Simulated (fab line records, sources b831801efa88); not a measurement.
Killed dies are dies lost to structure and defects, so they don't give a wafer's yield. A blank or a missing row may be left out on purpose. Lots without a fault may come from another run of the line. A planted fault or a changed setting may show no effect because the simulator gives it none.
Which tool did it? | flow sky130 | 14 lots, 42 wafers sampled, at 2 steps of a route of 708

WHAT THE GAUGES READ, wafer by wafer
SKY_PWDE_OVL_MEAS_07. Usual: PWDE_OVL 0.8 nm, standard deviation 1.3.
lot  | measured    | on         | PWDE_OVL (nm) | flag
L353 | day 4 05:53 | overlay-01 | 2.6 1.6 -0.4  |
L354 | day 4 08:58 | overlay-01 | 1.5 0.8 1.3   |
L355 | day 4 14:54 | overlay-01 | 2.8 0.3 1.5   |
L357 | day 5 03:19 | overlay-01 | -0.2 0.7 1.0  |
L358 | day 5 09:18 | overlay-02 | 1.4 0.1 0.3   |
L359 | day 5 14:15 | overlay-02 | 2.6 1.4 1.7   |
L360 | day 5 20:28 | overlay-02 | 1.1 2.5 2.3   |
L363 | day 6 15:20 | overlay-01 | 2.5 0.6 -0.3  |
L364 | day 6 22:02 | overlay-02 | 1.5 -1.4 0.2  |
L369 | day 8 00:07 | overlay-02 | 1.3 0.2 -0.3  |
L371 | day 8 08:26 | overlay-02 | 0.5 1.2 1.4   |
L372 | day 8 12:24 | overlay-02 | -0.8 1.1 -0.2 |
L373 | day 8 17:46 | overlay-02 | -1.1 0.3 0.2  |
L374 | day 9 00:45 | overlay-02 | 1.8 1.7 1.1   |

SKY_NWELL_OVL_MEAS_10. Usual: NWELL_00_OVL -0.2 nm, standard deviation 1.5.
lot  | measured    | on         | NWELL_00_OVL (nm) | flag
L353 | day 4 23:47 | overlay-02 | 2.6 -0.2 -0.2     |
L354 | day 5 02:53 | overlay-02 | 1.0 2.3 1.6       |
L355 | day 5 09:36 | overlay-01 | 2.0 -1.6 1.7      |
L357 | day 5 22:15 | overlay-01 | -2.3 0.1 0.6      |
L358 | day 6 04:04 | overlay-02 | 0.0 2.7 1.8       |
L359 | day 6 09:14 | overlay-01 | -0.8 -2.3 -0.5    |
L360 | day 6 15:31 | overlay-01 | -0.5 -0.3 0.1     |
L363 | day 7 11:38 | overlay-02 | 0.6 0.1 1.9       |
L364 | day 7 18:46 | overlay-01 | 0.0 0.3 0.9       |
L369 | day 8 22:11 | overlay-01 | -1.1 -1.9 -1.0    |
L371 | day 9 07:12 | overlay-02 | 1.8 1.9 -0.1      |
L372 | day 9 11:31 | overlay-02 | 0.8 0.5 0.4       |
L373 | day 9 17:13 | overlay-01 | -0.6 1.7 2.3      |
L374 | day 9 23:36 | overlay-01 | -2.7 -0.5 -0.9    |

WHICH TOOL RAN EACH LOT (tool, then ch and the chambers of the sampled wafers, then the start)
The record holds no process step before these readings.

WHAT THE TOOLS THEMSELVES READ (means of the sampled wafers that have a number; where no wafer has one, the mark that the record gives instead)
The record holds no such reading with a usual standard deviation.

THE ANSWER, worked out from the rows above alone
Rule: a lot is off if the mean of its wafers that have a number lies more than 3 standard deviations from the usual mean. A lot without any number at a reading at which 4 lots or more have one is off too. The other lots that the step has rows for count as sound. The gauges are gone through in route order, then the tools' own readings, and for those a lot's mean is taken as printed above. The first step at which some lot is off is used, and at that step the reading that is off furthest; a lot without a number counts as furthest.
No lot is off at any reading shown: from this, nothing can be told.

WHAT THE SIMULATOR HAD PUT IN
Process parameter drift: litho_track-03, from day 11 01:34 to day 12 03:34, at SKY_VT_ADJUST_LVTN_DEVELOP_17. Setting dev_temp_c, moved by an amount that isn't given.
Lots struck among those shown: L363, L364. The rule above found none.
